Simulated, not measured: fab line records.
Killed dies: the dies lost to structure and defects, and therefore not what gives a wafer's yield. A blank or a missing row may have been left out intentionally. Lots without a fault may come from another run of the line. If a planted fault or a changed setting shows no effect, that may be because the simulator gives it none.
Check for tools in common || flow sky130 || 39 wafers sampled across 13 lots

WHY THIS WAS OPENED
SKY_VT_ADJUST_NCORE_TW_MEAS_11, reading VT_ADJUST_NCORE_TW: flagged on 2 of 13 lots. Wafers without a fault read 219.3, standard deviation 1.7.
Rule: flag the lot when none of its wafers has a number, or when each of its wafers that has one lies beyond 4 standard deviations from that mean. As for the other lots, they are considered sound.

{"lot": "L449", "measured": "day 8 12:42", "on": "film_metro-01", "VT_ADJUST_NCORE_TW, wafer by wafer": "218.3 218.5 219.6", "flag": ""}
{"lot": "L452", "measured": "day 9 20:46", "on": "film_metro-01", "VT_ADJUST_NCORE_TW, wafer by wafer": "218.0 219.7 219.4", "flag": ""}
{"lot": "L456", "measured": "day 10 21:14", "on": "film_metro-02", "VT_ADJUST_NCORE_TW, wafer by wafer": "220.7 221.4 220.1", "flag": ""}
{"lot": "L458", "measured": "day 11 14:40", "on": "film_metro-01", "VT_ADJUST_NCORE_TW, wafer by wafer": "216.2 215.7 215.6", "flag": ""}
{"lot": "L461", "measured": "day 11 21:14", "on": "film_metro-02", "VT_ADJUST_NCORE_TW, wafer by wafer": "188.4 188.6 188.7", "flag": "FLAGGED"}
{"lot": "L462", "measured": "day 12 14:50", "on": "film_metro-03", "VT_ADJUST_NCORE_TW, wafer by wafer": "218.6 219.3 220.6", "flag": ""}
{"lot": "L463", "measured": "day 12 15:37", "on": "film_metro-03", "VT_ADJUST_NCORE_TW, wafer by wafer": "187.2 188.6 187.4", "flag": "FLAGGED"}
{"lot": "L464", "measured": "day 12 21:41", "on": "film_metro-03", "VT_ADJUST_NCORE_TW, wafer by wafer": "219.7 220.7 220.2", "flag": ""}
{"lot": "L466", "measured": "day 13 17:20", "on": "film_metro-01", "VT_ADJUST_NCORE_TW, wafer by wafer": "216.5 216.9 216.6", "flag": ""}
{"lot": "L468", "measured": "day 14 17:35", "on": "film_metro-02", "VT_ADJUST_NCORE_TW, wafer by wafer": "221.9 222.6 223.1", "flag": ""}
{"lot": "L470", "measured": "day 14 20:39", "on": "film_metro-01", "VT_ADJUST_NCORE_TW, wafer by wafer": "216.2 216.1 216.5", "flag": ""}
{"lot": "L471", "measured": "day 14 22:58", "on": "film_metro-02", "VT_ADJUST_NCORE_TW, wafer by wafer": "221.8 221.2 221.7", "flag": ""}
{"lot": "L472", "measured": "day 15 19:56", "on": "film_metro-03", "VT_ADJUST_NCORE_TW, wafer by wafer": "218.5 219.9 218.7", "flag": ""}
Average over the flagged lots: 188.2; offset from the usual -31.2, equal to -18 standard deviations.

EACH LOT AND THE TOOL IT RAN ON
The record keeps 1 process step preceding the reading, out of 708 steps on the route. Cell contents, in order: the tool; ch with the chambers the sampled wafers went through; the start.
{"lot": "L449", "flag": "", "SKY_VT_ADJUST_NCORE_IMPLANT_09": "implanter-02 ch 0, day 8 12:28"}
{"lot": "L452", "flag": "", "SKY_VT_ADJUST_NCORE_IMPLANT_09": "implanter-03 ch 0, day 9 20:32"}
{"lot": "L456", "flag": "", "SKY_VT_ADJUST_NCORE_IMPLANT_09": "implanter-02 ch 0, day 10 20:59"}
{"lot": "L458", "flag": "", "SKY_VT_ADJUST_NCORE_IMPLANT_09": "implanter-03 ch 0, day 11 14:26"}
{"lot": "L461", "flag": "FLAGGED", "SKY_VT_ADJUST_NCORE_IMPLANT_09": "implanter-03 ch 0, day 11 20:59"}
{"lot": "L462", "flag": "", "SKY_VT_ADJUST_NCORE_IMPLANT_09": "implanter-02 ch 0, day 12 14:35"}
{"lot": "L463", "flag": "FLAGGED", "SKY_VT_ADJUST_NCORE_IMPLANT_09": "implanter-03 ch 0, day 12 15:23"}
{"lot": "L464", "flag": "", "SKY_VT_ADJUST_NCORE_IMPLANT_09": "implanter-02 ch 0, day 12 21:26"}
{"lot": "L466", "flag": "", "SKY_VT_ADJUST_NCORE_IMPLANT_09": "implanter-04 ch 0, day 13 17:05"}
{"lot": "L468", "flag": "", "SKY_VT_ADJUST_NCORE_IMPLANT_09": "implanter-02 ch 0, day 14 17:20"}
{"lot": "L470", "flag": "", "SKY_VT_ADJUST_NCORE_IMPLANT_09": "implanter-02 ch 0, day 14 20:25"}
{"lot": "L471", "flag": "", "SKY_VT_ADJUST_NCORE_IMPLANT_09": "implanter-04 ch 0, day 14 22:44"}
{"lot": "L472", "flag": "", "SKY_VT_ADJUST_NCORE_IMPLANT_09": "implanter-03 ch 0, day 15 19:41"}
What these steps do:
- SKY_VT_ADJUST_NCORE_IMPLANT_09
- SKY_VT_ADJUST_NCORE_TW_MEAS_11

FLAGGED OVER TOTAL, TOOL BY TOOL (the gauges that took the reading come last)
{"step": "SKY_VT_ADJUST_NCORE_IMPLANT_09", "tool": "implanter-02", "lots run": 6, "flagged": 0, "share of the flagged lots": "none", "sound lots run after its first flagged lot": "-"}
{"step": "SKY_VT_ADJUST_NCORE_IMPLANT_09", "tool": "implanter-03", "lots run": 5, "flagged": 2, "share of the flagged lots": "all", "sound lots run after its first flagged lot": "1 (L472)"}
{"step": "SKY_VT_ADJUST_NCORE_IMPLANT_09", "tool": "implanter-04", "lots run": 2, "flagged": 0, "share of the flagged lots": "none", "sound lots run after its first flagged lot": "-"}
{"step": "SKY_VT_ADJUST_NCORE_TW_MEAS_11", "tool": "film_metro-01", "lots run": 5, "flagged": 0, "share of the flagged lots": "none", "sound lots run after its first flagged lot": "-"}
{"step": "SKY_VT_ADJUST_NCORE_TW_MEAS_11", "tool": "film_metro-02", "lots run": 4, "flagged": 1, "share of the flagged lots": "some", "sound lots run after its first flagged lot": "2 (L468,L471)"}
{"step": "SKY_VT_ADJUST_NCORE_TW_MEAS_11", "tool": "film_metro-03", "lots run": 4, "flagged": 1, "share of the flagged lots": "some", "sound lots run after its first flagged lot": "2 (L464,L472)"}

WHAT THE TABLE ALLOWS
1 row of the table ran every flagged lot: implanter-03 at SKY_VT_ADJUST_NCORE_IMPLANT_09.
- implanter-03 at SKY_VT_ADJUST_NCORE_IMPLANT_09 ran 5 lots, 2 of them flagged. Lots that were sound ran on it after the first flagged one (L472); a persistent fault on the entire tool would not allow that. Its own readings lie more than 4 standard deviations out on every wafer of the flagged lots: dose_ions_cm2, faraday_current_uA.
No row of the table ran every flagged lot and no sound lot after the first.

WHAT THE SIMULATOR HAD INSERTED
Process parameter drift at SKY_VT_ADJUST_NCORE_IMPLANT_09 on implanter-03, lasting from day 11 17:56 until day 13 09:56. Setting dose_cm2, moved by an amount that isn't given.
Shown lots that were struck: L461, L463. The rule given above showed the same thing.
